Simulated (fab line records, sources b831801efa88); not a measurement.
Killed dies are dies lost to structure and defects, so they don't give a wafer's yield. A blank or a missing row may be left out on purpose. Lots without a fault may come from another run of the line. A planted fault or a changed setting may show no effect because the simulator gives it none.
A struck lot beside a sound one | flow sky130 | 30 steps out of a route of 708
Sound: wafers L358.2, L358.4, L358.5. Struck: wafer L357.5. (L357.2 of the same lot was not struck and is left out.) The cause comes at the end.
At each step with rows: each side's tool, then ch and its chambers, then its first start. Under that, the readings that differ: sound wafers | struck wafers | difference of the means | sigmas: that difference in standard deviations of wafers without a fault.
alike: readings whose means differ by less than 2 such deviations, and words and numbers that are the same on both sides. not compared: withheld readings, readings that some wafer has no value for, bounds like >300 that may hide the same value, and numbers for which the record gives no deviation and whose values overlap.
The two part at a step that has a row with sigmas, a row that says differs or no value, or rows on one side only. Numbers that don't overlap but have no deviation are shown without sigmas and don't part them. A reading that every wafer of one side lacks parts them only if that side has two wafers or more.

SKY_LI_CONTACT_OVL_MEAS_13:
  sound on overlay-01, day 34 05:01; struck on overlay-02, day 34 05:44
  alike: LI_CONTACT_OVL
then, 5 steps without rows for these wafers: SKY_LI_CONTACT_ETCH_14 (etches BARC in N2/H2, stops on SiO2, time 45.9 s, target depth 60 nm); SKY_LI_CONTACT_ETCH_15 (etches PSG in C4F8/O2/Ar, stops on Si, target depth 600 nm); SKY_LI_CONTACT_STRIP_16 (strips in O2/N2); SKY_LI_CONTACT_CLEAN_17 (cleans in NMP, time 600 s); SKY_LI_CONTACT_PRE_CLEAN_18 (time 5.6 s).
SKY_LI_CONTACT_SPUTTER_19: material Ti, target thk 20 nm, time 106.37 s.
  sound on pvd_sputter-04, day 34 05:28; struck on pvd_sputter-01, day 34 06:11
  reading                | sound          | struck | difference | sigmas
  throttle_valve_pct (%) | 30.7 31.3 31.2 | 27.7   | -3.4       | -2
then, 1 step without rows for these wafers: SKY_LI_CONTACT_SPUTTER_20 (material TiN, target thk 20 nm, time 80 s).
SKY_LI_CONTACT_CVD_21: deposits W, target thk 400 nm, time 120.56 s.
  sound on cvd_w-01 ch 0,1, day 34 05:36; struck on cvd_w-02 ch 1, day 34 06:19
  reading            | sound       | struck | difference | sigmas
  heater_power_w (W) | 946 805 945 | 741    | -158       | -2
  alike: chamber_pressure_Torr
SKY_LI_CONTACT_RS_MEAS_22: measures by four-point-probe.
  sound on film_metro-04, day 34 05:44; struck on film_metro-03, day 34 06:28
  alike: LI_CONTACT_W_RS
SKY_LI_CONTACT_THK_MEAS_23: measures by xrf.
  sound on film_metro-04, day 34 05:51; struck on film_metro-03, day 34 06:34
  alike: LI_CONTACT_W_THK
SKY_LI_CONTACT_CMP_24: polishes, stops on PSG, t overpolish 20 s, target thk 0 nm.
  sound on cmp-01 ch 2,3, day 34 05:57; struck on cmp-02 ch 2, day 34 06:37
  alike: motor_current_A, overpolish_run_s, time_to_endpoint_s
SKY_LOCAL_INTERCONNECT_SPUTTER_00: material TiN, target thk 100 nm, time 83.3 s.
  sound on pvd_sputter-03, day 34 06:12; struck on pvd_sputter-04, day 34 06:55
  reading                                                | sound             | struck | difference | sigmas
  model.TiN_of_LOCAL_INTERCONNECT_SPUTTER_00.thk_nm (nm) | 100.1 100.4 99.66 | 105.8  | +5.7       |
  alike: throttle_valve_pct
SKY_LOCAL_INTERCONNECT_RS_MEAS_01: measures by four-point-probe.
  sound on film_metro-01, day 34 06:17; struck on film_metro-01, day 34 07:17
  reading                            | sound             | struck | difference | sigmas
  LOCAL_INTERCONNECT_TIN_RS (ohm/sq) | 14.11 14.09 14.13 | 13.30  | -0.81      | -6
  not compared: hold
SKY_LOCAL_INTERCONNECT_THK_MEAS_02: measures by xrf.
  sound on film_metro-01, day 34 06:24; struck on film_metro-01, day 34 13:35
  reading                         | sound             | struck | difference | sigmas
  LOCAL_INTERCONNECT_TIN_THK (nm) | 101.7 102.0 101.4 | 107.2  | +5.5       | +5
  not compared: hold
then, 7 steps without rows for these wafers: SKY_LOCAL_INTERCONNECT_HMDS_04 (prime time 60 s); SKY_LOCAL_INTERCONNECT_COAT_05 (resist thk 60 nm); SKY_LOCAL_INTERCONNECT_COAT_06 (resist thk 450 nm); SKY_LOCAL_INTERCONNECT_SOFTBAKE_07 (time 90 s); SKY_LOCAL_INTERCONNECT_EXPOSE_08 (exposes mask LI1M, target cd 170 nm); SKY_LOCAL_INTERCONNECT_PEB_09; SKY_LOCAL_INTERCONNECT_DEVELOP_10 (develop time 60 s).
SKY_LOCAL_INTERCONNECT_CD_MEAS_11: target cd 170 nm.
  sound on cd_sem-01, day 35 08:25; struck on cd_sem-01, day 35 09:24
  alike: cd_nm
SKY_LOCAL_INTERCONNECT_OVL_MEAS_12:
  sound on overlay-02, day 35 08:32; struck on overlay-02, day 35 09:31
  reading                     | sound | struck | difference | sigmas
  LOCAL_INTERCONNECT_OVL (nm) | 3 4 1 | -12    | -15        | -3
SKY_LOCAL_INTERCONNECT_ETCH_13: etches BARC in N2/H2, stops on SiO2, time 45.9 s, target depth 60 nm.
  sound on rie_metal-01 ch 0, day 35 08:34; struck on rie_metal-04 ch 0, day 35 09:32
  alike: bias_w, chamber_pressure_mTorr, drypump_motor_current_A, oes_product_au, throttle_valve_pct
  not compared: rf_hours_counter_h
SKY_LOCAL_INTERCONNECT_METAL_ETCH_14: etches TiN in Cl2/BCl3, stops on PSG, target depth 110 nm, time 31.4 s.
  sound on rie_metal-01 ch 0, day 35 08:37; struck on rie_metal-04 ch 0, day 35 09:36
  reading               | sound             | struck | difference | sigmas
  oes_product_au (a.u.) | 0.943 0.943 0.932 | 0.973  | +0.034     | +5
  alike: bias_w, chamber_pressure_mTorr, drypump_motor_current_A, mfc_cl2_sccm, throttle_valve_pct
  not compared: rf_hours_counter_h
SKY_LOCAL_INTERCONNECT_STRIP_15: strips in O2/N2.
  sound on plasma_asher-03 ch 0,1, day 35 08:40; struck on plasma_asher-01 ch 0, day 35 09:39
  alike: chamber_pressure_mTorr, drypump_motor_current_A, oes_product_au, strip_time_to_endpoint_s
  not compared: rf_hours_counter_h
SKY_LOCAL_INTERCONNECT_STRIP_16: strips in post etch residue remover, time 1200 s.
  sound on wet_bench-03 ch 0, day 35 08:46; struck on wet_bench-03 ch 2, day 35 09:45
  reading                                                | sound           | struck | difference | sigmas
  model.TiN_of_LOCAL_INTERCONNECT_SPUTTER_00.thk_nm (nm) | 99.64 100 99.25 | 105.4  | +5.8       |
  alike: bath_guard_temp_C
then, 1 step without rows for these wafers: SKY_LOCAL_INTERCONNECT_CLEAN_17 (cleans in IPA, time 180 s).
-- the record jumps here: 14 days lie between the struck wafers' starts before and after (it left off in module LOCAL_INTERCONNECT and takes up again in module PAD_OPEN, whose first step shown is number 708 of the route) --
SKY_PAD_OPEN_PROBE_99:
  sound on prober-01, day 49 10:49; struck on prober-02, day 49 12:15
  reading                        | sound             | struck | difference | sigmas
  killed_at_other                | 0 0 0             | 1      | +1         | +2
  model.etest.res_li.line_ohm_um | 74.73 74.06 74.44 | 71.2   | -3.2       |
  model.etest.res_li.rs_ohm_sq   | 12.78 12.73 12.9  | 12.06  | -0.74      |
  alike: killed_at_M0_to_M3, killed_at_M4_up, killed_at_contacts, killed_at_front_end, killed_dies, killed_open, killed_short

WHERE THEY PART
First at SKY_LI_CONTACT_SPUTTER_19; last, within this record, at SKY_PAD_OPEN_PROBE_99.

WHY: what the simulator had put in
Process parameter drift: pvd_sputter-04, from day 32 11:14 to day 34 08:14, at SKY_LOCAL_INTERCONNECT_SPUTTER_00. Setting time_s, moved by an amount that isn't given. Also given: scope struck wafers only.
